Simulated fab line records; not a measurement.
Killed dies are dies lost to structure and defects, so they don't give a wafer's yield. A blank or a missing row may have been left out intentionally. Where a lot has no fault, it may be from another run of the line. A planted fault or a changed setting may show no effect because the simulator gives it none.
Which tool was responsible? ; flow sky130 ; 42 wafers from 14 lots sampled at 5 of the route's 708 steps

== WHAT EACH GAUGE READ, for each wafer ==
SKY_LDD_LDN_TW_MEAS_13. Usual: for LDD_LDN_TW the level is 1479 and the standard deviation is 8.4.
lot;measured;on;LDD_LDN_TW;flag
L203;day 23 00:08;film metro-03;1465 1472 1471;
L204;day 23 09:59;film metro-04;1480 1483 1489;
L205;day 23 19:52;film metro-03;1462 1470 1468;
L208;day 24 08:26;film metro-04;1480 1484 1493;
L207;day 24 12:08;film metro-03;1463 1470 1470;
L209;day 25 06:38;film metro-02;1483 1492 1480;
L213;day 26 12:56;film metro-04;1481 1484 1488;
L216;day 27 13:20;film metro-04;1348 1358 1356 1356 1364 1367;OFF
L217;day 27 23:35;film metro-03;1353 1356 1346 1349 1356 1351;OFF
L218;day 28 05:41;film metro-04;1488 1489 1489;
L219;day 28 10:31;film metro-02;1501 1485 1486;
L221;day 29 06:29;film metro-04;1483 1477 1476;
L225;day 30 09:16;film metro-02;1485 1475 1468;
L226;day 30 14:29;film metro-04;1486 1481 1472;

SKY_VIA2_CD_MEAS_12: the cd target is 200 nm. Usual: cd nm 199.7 nm, standard deviation 1.4.
lot;measured;on;cd nm (nm);flag
L203;day 36 06:46;cd sem-01;199.4 197.7 198.6;
L204;day 36 15:16;cd sem-02;197.4 197.1 197.1;
L205;day 37 01:14;cd sem-01;203.2 201.8 200.4;
L208;day 37 11:00;cd sem-01;197.9 198.5 196.7;
L207;day 37 14:16;cd sem-02;201.5 199.2 202.3;
L209;day 38 09:03;cd sem-02;200.2 199.9 200.5;
L213;day 39 08:59;cd sem-02;199.6 199.8 198.5;
L218;day 40 21:28;cd sem-02;197.7 198.2 197.8;
L219;day 40 23:23;cd sem-02;200.4 198.5 202.1;
L221;day 41 18:45;cd sem-01;201.2 202.2 202.5;
L225;day 42 18:59;cd sem-01;198.6 199.6 200.0;
L226;day 42 21:45;cd sem-02;199.5 199.8 200.0;

SKY_CAPM_RS_MEAS_03: uses a four-point probe to measure. Usual: for CAPM_TIN_RS the level is 6.91 ohm/sq and the standard deviation is 0.059.
lot;measured;on;CAPM_TIN_RS (ohm/sq);flag
L203;day 36 08:40;film metro-03;6.99 6.96 6.97;
L204;day 36 17:16;film metro-03;6.98 6.97 7.03;
L205;day 37 03:06;film metro-03;6.92 6.93 6.94;
L208;day 37 12:54;film metro-01;6.97 7.00 6.96;
L207;day 37 16:08;film metro-01;6.81 6.85 6.82;
L209;day 38 11:01;film metro-04;6.91 6.95 6.83;
L213;day 39 10:51;film metro-04;6.98 7.03 6.95;
L218;day 40 23:22;film metro-03;6.98 6.96 6.98;
L219;day 41 01:28;film metro-03;6.89 6.85 6.87;
L221;day 41 20:37;film metro-04;6.80 6.83 6.84;
L225;day 42 21:16;film metro-04;6.71 6.79 6.85;
L226;day 42 23:49;film metro-01;6.86 6.86 6.83;

== WHICH TOOL RAN EACH LOT (tool, then ch and the chambers of the sampled wafers, then the start) ==
lot;SKY_LDD_LDN_IMPLANT_10;SKY_SD_P_STRIP_10
L203;implanter-03 ch 0, day 22 23:46;plasma asher-04 ch 0,1, day 25 14:14
L204;implanter-01 ch 0, day 23 09:37;plasma asher-03 ch 0,1, day 25 23:49
L205;implanter-03 ch 0, day 23 19:28;plasma asher-03 ch 0,1, day 26 09:36
L208;implanter-01 ch 0, day 24 08:03;plasma asher-02 ch 0,1, day 26 21:11
L207;implanter-02 ch 0, day 24 11:46;plasma asher-02 ch 0,1, day 27 00:52
L209;implanter-03 ch 0, day 25 06:16;plasma asher-04 ch 0,1, day 27 20:48
L213;implanter-02 ch 0, day 26 12:32;plasma asher-04 ch 0,1, day 29 00:42
L216;implanter-03, day 27 12:56;-
L217;implanter-01, day 27 23:13;-
L218;implanter-02 ch 0, day 28 05:18;plasma asher-03 ch 1, day 30 15:30
L219;implanter-02 ch 0, day 28 10:07;plasma asher-04 ch 0,1, day 30 19:31
L221;implanter-03 ch 0, day 29 06:06;plasma asher-02 ch 0,1, day 31 16:07
L225;implanter-03 ch 0, day 30 08:52;plasma asher-04 ch 0,1, day 32 18:35
L226;implanter-02 ch 0, day 30 14:07;plasma asher-04 ch 0,1, day 32 23:02
- SKY_LDD_LDN_IMPLANT_10
- SKY_SD_P_STRIP_10: strips in O2/N2.

== WHAT THE TOOLS THEMSELVES READ (means of the sampled wafers that have a number; where no wafer has one, the mark that the record gives instead) ==
SKY_LDD_LDN_IMPLANT_10. Usual: beam energy keV 14.999, standard deviation 0.0045; beam on s 9.99 s, standard deviation 0.22.
lot;tool;beam energy keV;beam on s (s);flag
L203;implanter-03;14.996;9.97;
L204;implanter-01;14.996;9.86;
L205;implanter-03;15.001;10.06;
L208;implanter-01;15.005;9.99;
L207;implanter-02;14.997;10.20;
L209;implanter-03;14.998;10.12;
L213;implanter-02;15.001;9.93;
L216;implanter-03;-;-;OFF
L217;implanter-01;-;-;OFF
L218;implanter-02;15.002;9.95;
L219;implanter-02;14.992;10.13;
L221;implanter-03;15.003;9.97;
L225;implanter-03;14.994;10.05;
L226;implanter-02;14.998;9.98;

SKY_SD_P_STRIP_10. Usual: drypump motor current A 5.9 A, standard deviation 0.42; oes product au 0.617 a.u., standard deviation 0.0047; strip time to endpoint s 17.49 s, standard deviation 0.04.
lot;tool;drypump motor current A (A);oes product au (a.u.);strip time to endpoint s (s);flag
L203;plasma asher-04;6.0;0.614;17.47;
L204;plasma asher-03;5.9;0.619;17.50;
L205;plasma asher-03;6.3;0.618;17.44;
L208;plasma asher-02;5.5;0.618;17.47;
L207;plasma asher-02;5.6;0.615;17.48;
L209;plasma asher-04;6.0;0.616;17.49;
L213;plasma asher-04;6.1;0.623;17.50;
L218;plasma asher-03;5.5;0.624;17.50;
L219;plasma asher-04;6.0;0.620;17.51;
L221;plasma asher-02;5.6;0.617;17.49;
L225;plasma asher-04;6.1;0.611;17.45;
L226;plasma asher-04;6.1;0.617;17.52;

== THE ANSWER, worked out from the rows above alone ==
Rule: lot off if the mean of its wafers having a number is beyond 3 standard deviations from the usual mean. A lot without any number at a reading at which 4 lots or more have one is off too. Where the step has rows for the other lots, those lots are counted as sound. Order of review: gauges by route order, followed by the tools' own readings, for which a lot's mean as printed above is used. At the first step where some lot is off, the reading lying furthest off is the one used; lots without a number count as furthest.
Off: L216, L217, seen at SKY_LDD_LDN_TW_MEAS_13 (LDD_LDN_TW).
If a tool, at a process step before that reading, ran all the lots that are off and no sound lot after the first of them, it fits. The gauges at SKY_LDD_LDN_TW_MEAS_13 aren't tried: what is off there is off at SKY_LDD_LDN_IMPLANT_10 too, on other tools, and a gauge's error can't cause that. Of those tried, none fits.

== WHAT THE SIMULATOR HAD INSERTED ==
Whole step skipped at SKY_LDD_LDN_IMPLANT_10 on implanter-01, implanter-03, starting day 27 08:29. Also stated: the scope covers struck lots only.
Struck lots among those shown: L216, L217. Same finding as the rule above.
